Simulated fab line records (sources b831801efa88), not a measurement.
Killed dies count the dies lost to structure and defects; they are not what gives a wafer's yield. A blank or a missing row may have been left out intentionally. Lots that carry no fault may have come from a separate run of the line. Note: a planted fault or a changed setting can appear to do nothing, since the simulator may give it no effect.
Which tool was responsible? / flow gf180mcu / 39 wafers from 13 lots sampled at 4 of the route's 602 steps

== WHAT EACH GAUGE READ, for each wafer ==
GF_V4_CD_MEAS_14: the cd target is 260 nm.
lot=L577; measured=day 25 05:25; on=cd-sem-01; cd-nm (nm)=261.2 260.2 260.6
lot=L581; measured=day 26 21:07; on=cd-sem-02; cd-nm (nm)=257.9 256.3 259.2
lot=L582; measured=day 27 04:43; on=cd-sem-01; cd-nm (nm)=258.2 259.2 258.3
lot=L584; measured=day 27 20:55; on=cd-sem-02; cd-nm (nm)=261.5 260.9 260.4
lot=L586; measured=day 28 10:35; on=cd-sem-02; cd-nm (nm)=261.0 260.2 261.2
lot=L587; measured=day 28 12:57; on=cd-sem-01; cd-nm (nm)=260.4 259.2 259.8
lot=L588; measured=day 28 15:34; on=cd-sem-01; cd-nm (nm)=261.2 261.0 261.0
lot=L592; measured=day 29 23:13; on=cd-sem-02; cd-nm (nm)=260.4 260.8 260.8
lot=L593; measured=day 30 05:34; on=cd-sem-02; cd-nm (nm)=258.3 257.9 257.7
lot=L596; measured=day 30 21:01; on=cd-sem-01; cd-nm (nm)=262.2 262.1 261.6
lot=L595; measured=day 30 21:58; on=cd-sem-01; cd-nm (nm)=261.2 260.8 262.9
lot=L597; measured=day 31 00:40; on=cd-sem-01; cd-nm (nm)=259.6 259.5 259.4
lot=L599; measured=day 31 19:23; on=cd-sem-01; cd-nm (nm)=259.2 257.6 258.2

GF_V5_BOW_MEAS_05.
lot=L577; measured=day 27 03:52; on=film-metro-02; V5_BOW (um)=148 150 148
lot=L581; measured=day 28 16:13; on=film-metro-04; V5_BOW (um)=125 128 138
lot=L582; measured=day 28 23:47; on=film-metro-02; V5_BOW (um)=136 129 139
lot=L584; measured=day 29 15:50; on=film-metro-04; V5_BOW (um)=146 140 150
lot=L586; measured=day 30 04:20; on=film-metro-03; V5_BOW (um)=100 107 88
lot=L587; measured=day 30 07:18; on=film-metro-02; V5_BOW (um)=110 111 110
lot=L588; measured=day 30 08:05; on=film-metro-04; V5_BOW (um)=111 111 123
lot=L592; measured=day 31 15:47; on=film-metro-02; V5_BOW (um)=128 150 142
lot=L593; measured=day 31 20:39; on=film-metro-03; V5_BOW (um)=141 135 146
lot=L596; measured=day 32 11:43; on=film-metro-02; V5_BOW (um)=116 129 127
lot=L595; measured=day 32 13:34; on=film-metro-03; V5_BOW (um)=122 136 138
lot=L597; measured=day 32 15:40; on=film-metro-03; V5_BOW (um)=135 147 130
lot=L599; measured=day 33 09:14; on=film-metro-04; V5_BOW (um)=139 133 142

== WHICH TOOL RAN EACH LOT (tool, then ch and the chambers of the sampled wafers, then the start) ==
lot=L577; GF_MIM_CVD_05=pecvd-04 ch 1,2, day 25 07:13; GF_V5_CVD_02=pecvd-03 ch 0,2, day 27 03:24
lot=L581; GF_MIM_CVD_05=pecvd-03 ch 0,1, day 26 22:51; GF_V5_CVD_02=pecvd-03 ch 1,2, day 28 15:44
lot=L582; GF_MIM_CVD_05=pecvd-04 ch 1,2, day 27 06:29; GF_V5_CVD_02=pecvd-04 ch 0,1,2, day 28 23:19
lot=L584; GF_MIM_CVD_05=pecvd-04 ch 0,2, day 27 22:39; GF_V5_CVD_02=pecvd-04 ch 0,1, day 29 15:16
lot=L586; GF_MIM_CVD_05=pecvd-04 ch 1,2, day 28 12:18; GF_V5_CVD_02=pecvd-01 ch 0,2, day 30 03:50
lot=L587; GF_MIM_CVD_05=pecvd-03 ch 0,1,2, day 28 14:38; GF_V5_CVD_02=pecvd-01 ch 0,1,2, day 30 06:47
lot=L588; GF_MIM_CVD_05=pecvd-04 ch 0,1, day 28 17:35; GF_V5_CVD_02=pecvd-04 ch 1,2, day 30 07:37
lot=L592; GF_MIM_CVD_05=pecvd-03 ch 0,1,2, day 30 00:57; GF_V5_CVD_02=pecvd-04 ch 0,1,2, day 31 15:19
lot=L593; GF_MIM_CVD_05=pecvd-02 ch 0,1,2, day 30 07:22; GF_V5_CVD_02=pecvd-04 ch 1,2, day 31 19:56
lot=L596; GF_MIM_CVD_05=pecvd-02 ch 1,2, day 30 22:50; GF_V5_CVD_02=pecvd-03 ch 1,2, day 32 11:14
lot=L595; GF_MIM_CVD_05=pecvd-04 ch 0,1,2, day 31 00:33; GF_V5_CVD_02=pecvd-04 ch 0,1,2, day 32 12:56
lot=L597; GF_MIM_CVD_05=pecvd-03 ch 0,1,2, day 31 02:36; GF_V5_CVD_02=pecvd-01 ch 0,1,2, day 32 14:56
lot=L599; GF_MIM_CVD_05=pecvd-04 ch 1,2, day 31 21:06; GF_V5_CVD_02=pecvd-01 ch 0,2, day 33 08:36
- GF_MIM_CVD_05: deposits Si3N4, target thk 42 nm, time 29.086 s.
- GF_V5_CVD_02: deposits SiO2 from TEOS, target thk 1450 nm, time 163.28 s.

== AS READ BY THE TOOLS THEMSELVES (means over the sampled wafers that have a number; for cases with no such wafer, the mark the record gives instead) ==
GF_MIM_CVD_05.
lot=L577; tool=pecvd-04; heater-power-outer-w (W)=388; heater-power-w (W)=666
lot=L581; tool=pecvd-03; heater-power-outer-w (W)=386; heater-power-w (W)=607
lot=L582; tool=pecvd-04; heater-power-outer-w (W)=425; heater-power-w (W)=725
lot=L584; tool=pecvd-04; heater-power-outer-w (W)=418; heater-power-w (W)=688
lot=L586; tool=pecvd-04; heater-power-outer-w (W)=380; heater-power-w (W)=663
lot=L587; tool=pecvd-03; heater-power-outer-w (W)=395; heater-power-w (W)=639
lot=L588; tool=pecvd-04; heater-power-outer-w (W)=359; heater-power-w (W)=626
lot=L592; tool=pecvd-03; heater-power-outer-w (W)=383; heater-power-w (W)=617
lot=L593; tool=pecvd-02; heater-power-outer-w (W)=415; heater-power-w (W)=728
lot=L596; tool=pecvd-02; heater-power-outer-w (W)=416; heater-power-w (W)=744
lot=L595; tool=pecvd-04; heater-power-outer-w (W)=415; heater-power-w (W)=701
lot=L597; tool=pecvd-03; heater-power-outer-w (W)=393; heater-power-w (W)=626
lot=L599; tool=pecvd-04; heater-power-outer-w (W)=389; heater-power-w (W)=674

GF_V5_CVD_02.
lot=L577; tool=pecvd-03; heater-power-outer-w (W)=368; heater-power-w (W)=609
lot=L581; tool=pecvd-03; heater-power-outer-w (W)=425; heater-power-w (W)=688
lot=L582; tool=pecvd-04; heater-power-outer-w (W)=376; heater-power-w (W)=648
lot=L584; tool=pecvd-04; heater-power-outer-w (W)=358; heater-power-w (W)=631
lot=L586; tool=pecvd-01; heater-power-outer-w (W)=-; heater-power-w (W)=-
lot=L587; tool=pecvd-01; heater-power-outer-w (W)=-; heater-power-w (W)=-
lot=L588; tool=pecvd-04; heater-power-outer-w (W)=-; heater-power-w (W)=-
lot=L592; tool=pecvd-04; heater-power-outer-w (W)=375; heater-power-w (W)=644
lot=L593; tool=pecvd-04; heater-power-outer-w (W)=390; heater-power-w (W)=677
lot=L596; tool=pecvd-03; heater-power-outer-w (W)=450; heater-power-w (W)=703
lot=L595; tool=pecvd-04; heater-power-outer-w (W)=402; heater-power-w (W)=678
lot=L597; tool=pecvd-01; heater-power-outer-w (W)=437; heater-power-w (W)=729
lot=L599; tool=pecvd-01; heater-power-outer-w (W)=527; heater-power-w (W)=838

== THE ANSWER, worked out from the rows above alone ==
Rule: what is usual is taken from the lots themselves. Put in order of their means at a reading, lots are off if they are a third of the lots or fewer, leave a main group of 4 or more, and stand apart from it by a gap of 3 or more times the standard deviation of the main group's means; of several such gaps the widest counts. If all means in a main group match to the digits the tables above print for the reading, that group is not used. Also off: a lot with no number at a reading for which 4 or more lots have one. Any other lot the step has rows for is counted as sound. The gauges are gone through in route order, then the tools' own readings, and for those a lot's mean is taken as printed above. At the first step where some lot is off, the reading lying furthest off is the one used; lots without a number count as furthest.
Off: L586, L587, L588, at GF_V5_CVD_02 (heater-power-outer-w). Without a number there: L586, L587, L588. The main group has a mean of 411 W with a standard deviation of 49.
If a tool, at that step or one of the process steps before it, ran each lot that is off and ran no sound lot following the first of them, it fits. No candidate that was tried fits.

== WHAT THE SIMULATOR HAD INSERTED ==
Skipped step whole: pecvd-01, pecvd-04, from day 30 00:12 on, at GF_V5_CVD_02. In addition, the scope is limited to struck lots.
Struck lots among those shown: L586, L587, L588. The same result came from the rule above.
